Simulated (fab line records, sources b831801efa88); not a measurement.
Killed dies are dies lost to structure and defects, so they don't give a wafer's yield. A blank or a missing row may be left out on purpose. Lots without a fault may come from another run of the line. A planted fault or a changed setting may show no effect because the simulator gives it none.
A struck lot beside a sound one | flow sky130 | 16 steps out of a route of 708
Sound: wafers L658.1, L658.2, L658.3. Struck: wafers L664.1, L664.5, L664.6. The cause comes at the end.
At each step with rows: each side's tool, then ch and its chambers, then its first start. Under that, the readings that differ: sound wafers | struck wafers | difference of the means | sigmas: that difference in standard deviations of wafers without a fault.
alike: readings whose means differ by less than 2 such deviations, and words and numbers that are the same on both sides. not compared: withheld readings, readings that some wafer has no value for, bounds like >300 that may hide the same value, and numbers for which the record gives no deviation and whose values overlap.
The two part at a step that has a row with sigmas, a row that says differs or no value, or rows on one side only. Numbers that don't overlap but have no deviation are shown without sigmas and don't part them. A reading that every wafer of one side lacks parts them only if that side has two wafers or more.

SKY_METAL2_THK_MEAS_06: measures by xrf.
  sound on film_metro-04, day 37 10:08; struck on film_metro-04, day 39 06:40
  reading              | sound             | struck            | difference | sigmas
  METAL2_ALCU_THK (nm) | 255.9 255.5 253.9 | 250.1 250.2 245.5 | -6.5       | -3
then, 8 steps without rows for these wafers: SKY_METAL2_DEHYDRATE_07 (time 60 s); SKY_METAL2_HMDS_08 (prime time 60 s); SKY_METAL2_COAT_09 (resist thk 60 nm); SKY_METAL2_COAT_10 (resist thk 450 nm); SKY_METAL2_SOFTBAKE_11 (time 90 s); SKY_METAL2_EXPOSE_12 (exposes mask MM2, target cd 140 nm); SKY_METAL2_PEB_13; SKY_METAL2_DEVELOP_14 (develop time 60 s).
SKY_METAL2_CD_MEAS_15: target cd 140 nm.
  sound on cd_sem-02, day 38 11:20; struck on cd_sem-02, day 40 07:26
  reading    | sound             | struck            | difference | sigmas
  cd_nm (nm) | 139.8 139.0 138.7 | 143.8 142.4 142.6 | +3.8       | +2
SKY_METAL2_OVL_MEAS_16:
  sound on overlay-02, day 38 11:27; struck on overlay-01, day 40 07:34
  reading         | sound    | struck   | difference | sigmas
  METAL2_OVL (nm) | -4 -3 -7 | 11 11 11 | +16        | +3
SKY_METAL2_DESCUM_17: chemistry O2, time 8 s.
  sound on rie_metal-02 ch 0,1, day 38 11:29; struck on rie_metal-03 ch 0, day 40 07:36
  alike: chamber_pressure_mTorr, drypump_motor_current_A, he_backside_leak_sccm, oes_product_au, temp_c
  not compared: rf_hours_counter_h
SKY_METAL2_ETCH_18: etches BARC in N2/H2, stops on SiO2, time 45.9 s, target depth 60 nm.
  sound on rie_metal-02 ch 0,1, day 38 11:31; struck on rie_metal-03 ch 0, day 40 07:40
  no value came back on the struck wafers for any of 6 readings (bias_w (W), chamber_pressure_mTorr (mTorr) and others); on the sound wafers bias_w (W) reads 100.12 100.36 100.09
  reading                                       | sound             | struck          | difference | sigmas
  model.KrF-thick_of_METAL2_COAT_10.thk_nm (nm) | 391.9 392.4 392.5 | 435.7 436 435.1 | +43.3      |
  not compared: rf_hours_counter_h
SKY_METAL2_METAL_ETCH_19: etches the open film in Cl2/BCl3, stops on SiO2, target depth 360 nm, time 78 s.
  sound on rie_metal-02 ch 0,1, day 38 11:35; struck on rie_metal-03 ch 0, day 40 07:47
  reading                                       | sound             | struck            | difference | sigmas
  oes_product_au (a.u.)                         | 0.863 0.862 0.855 | 0.380 0.373 0.378 | -0.483     | -88
  model.KrF-thick_of_METAL2_COAT_10.thk_nm (nm) | 156.1 157.5 157.8 | 202 202.8 201.1   | +45        |
  alike: bcl3_flow_sccm, bias_w, chamber_pressure_mTorr, drypump_motor_current_A, he_backside_leak_sccm, throttle_valve_pct
  not compared: rf_hours_counter_h
SKY_METAL2_STRIP_20: strips in O2/N2.
  sound on plasma_asher-03 ch 0,1, day 38 11:40; struck on plasma_asher-03 ch 0,1, day 40 07:58
  reading                      | sound             | struck            | difference | sigmas
  oes_product_au (a.u.)        | 0.338 0.344 0.346 | 0.364 0.371 0.358 | +0.022     | +5
  strip_time_to_endpoint_s (s) | 2.661 2.687 2.686 | 3.147 3.178 3.171 | +0.487     | +18
  alike: chamber_pressure_mTorr, drypump_motor_current_A
  not compared: rf_hours_counter_h
then, 1 step without rows for these wafers: SKY_METAL2_STRIP_21 (strips in post etch residue remover, time 1200 s).

WHERE THEY PART
First at SKY_METAL2_THK_MEAS_06; last, within this record, at SKY_METAL2_STRIP_20.

WHY: what the simulator had put in
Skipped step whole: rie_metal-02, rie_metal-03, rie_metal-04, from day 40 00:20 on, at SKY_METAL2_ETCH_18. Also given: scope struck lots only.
